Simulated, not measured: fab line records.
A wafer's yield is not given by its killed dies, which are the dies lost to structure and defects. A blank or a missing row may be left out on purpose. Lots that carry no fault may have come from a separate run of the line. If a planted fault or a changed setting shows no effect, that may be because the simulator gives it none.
Chamber matching ; flow sky130 ; SKY_VIA4_ETCH_12 on rie_diel-01: 4 sister chambers
The step etches SiO2 in C4F8/O2/Ar, stops on TiN, target depth 580 nm. 18 wafers are shown with their chamber, then 9 later ones without.

## WAFERS WITH THEIR CHAMBER
wafer;chamber;oes_product_au (a.u.)
L074.2;2;0.932
L074.5;2;0.922
L074.6;1;0.927
L075.2;3;0.931
L075.3;2;0.928
L075.6;3;0.926
L080.1;3;0.924
L080.2;1;0.926
L080.5;0;0.923
L081.1;3;0.929
L081.3;0;0.932
L081.4;2;0.923
L085.4;0;0.921
L085.5;2;0.916
L085.6;3;0.933
L088.3;3;0.927
L088.4;0;0.924
L088.5;1;0.936

SIGNATURES, as means of the wafers listed above
reading;chamber 0;chamber 1;chamber 2;chamber 3;scatter within a chamber
oes_product_au;0.92500;0.92967;0.92420;0.92833;0.00489
Rule: a wafer's distance from a chamber is the root of the sum, over the readings, of the square of ((its reading less the chamber's mean) divided by the reading's scatter). The wafer belongs to the nearest chamber; if the next one is less than 2 further off, it can't be placed. How the scatter is found: for the shown wafers, subtract from each reading the mean of its chamber, square and add these, divide the total by (wafers less chambers), then take the root.

## WAFERS WITHOUT THEIR CHAMBER
wafer;oes_product_au (a.u.)
L092.3;0.919
L092.4;0.927
L092.6;0.927
L095.2;0.926
L095.3;0.916
L095.6;0.928
L097.1;0.932
L097.3;0.928
L097.4;0.922

## THE CHAMBER EACH PASSED THROUGH
wafer;from the rows above;in truth
L092.3;can't be placed: 2 or 0 or 3 or 1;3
L092.4;can't be placed: 3 or 0 or 1 or 2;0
L092.6;can't be placed: 3 or 0 or 1 or 2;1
L095.2;can't be placed: 0 or 2 or 3 or 1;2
L095.3;can't be placed: 2 or 0 or 3 or 1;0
L095.6;can't be placed: 3 or 1 or 0 or 2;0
L097.1;can't be placed: 1 or 3 or 0 or 2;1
L097.3;can't be placed: 3 or 1 or 0 or 2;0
L097.4;can't be placed: 2 or 0 or 3 or 1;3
Correct placement for 0 of the 9. These rows do not allow placing 9 (true chamber among the candidates in 9). Placed wrongly: 0.
